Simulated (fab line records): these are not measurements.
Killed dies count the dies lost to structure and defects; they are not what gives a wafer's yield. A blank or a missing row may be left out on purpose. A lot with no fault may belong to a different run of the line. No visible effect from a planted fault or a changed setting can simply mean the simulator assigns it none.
Matching of chambers | flow gf180mcu | cmp-01 running GF_V4_CMP_26: 4 sister chambers
The step polishes, stops on SiO2, t overpolish 15 s, target thk 0 nm. 8 wafers are shown with their chamber, then 8 later ones without.

== WAFERS PAIRED WITH THEIR CHAMBERS ==
wafer  | chamber | motor-current-A (A) | time-to-endpoint-s (s)
L500.6 | 2       | 11.5                | 95
L501.1 | 2       | 11.0                | 91
L501.3 | 1       | 11.7                | 87
L503.4 | 1       | 11.1                | 82
L504.2 | 3       | 12.0                | 82
L504.4 | 0       | 11.0                | 89
L504.5 | 0       | 10.7                | 91
L507.1 | 3       | 12.2                | 90

== WAFERS WITH NO CHAMBER GIVEN ==
wafer  | motor-current-A (A) | time-to-endpoint-s (s)
L507.3 | 11.1                | 89
L507.4 | 11.2                | 89
L508.1 | 10.6                | 86
L508.4 | 11.0                | 91
L508.6 | 10.9                | 94
L514.3 | 10.3                | 88
L514.4 | 11.3                | 93
L514.6 | 11.0                | 86

== CHAMBER TAKEN BY EACH ==
wafer  | from the rows above               | in truth
L507.3 | can't be placed: 0 or 2 or 1      | 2
L507.4 | can't be placed: 2 or 0 or 1 or 3 | 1
L508.1 | can't be placed: 0 or 1 or 2      | 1
L508.4 | can't be placed: 0 or 2 or 1      | 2
L508.6 | can't be placed: 0 or 2 or 1      | 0
L514.3 | can't be placed: 0 or 2 or 1      | 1
L514.4 | can't be placed: 2 or 0           | 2
L514.6 | can't be placed: 0 or 1 or 2      | 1
0 of 8 placed correctly. Unplaceable from these rows: 8, with the true chamber sitting among the candidates in 8. Placed wrongly: 0.
How it was worked out, from the rows above alone: a wafer's distance from a chamber is the root of the sum, over the readings, of the square of ((its reading less the chamber's mean) divided by the reading's scatter). The wafer belongs to the nearest chamber; if the next one is less than 2 further off, it can't be placed. Each chamber's mean is taken over the wafers shown for it. The scatter: take each reading less its chamber's mean, square it, sum over the shown wafers, divide by the number of wafers less the number of chambers, and take the root.
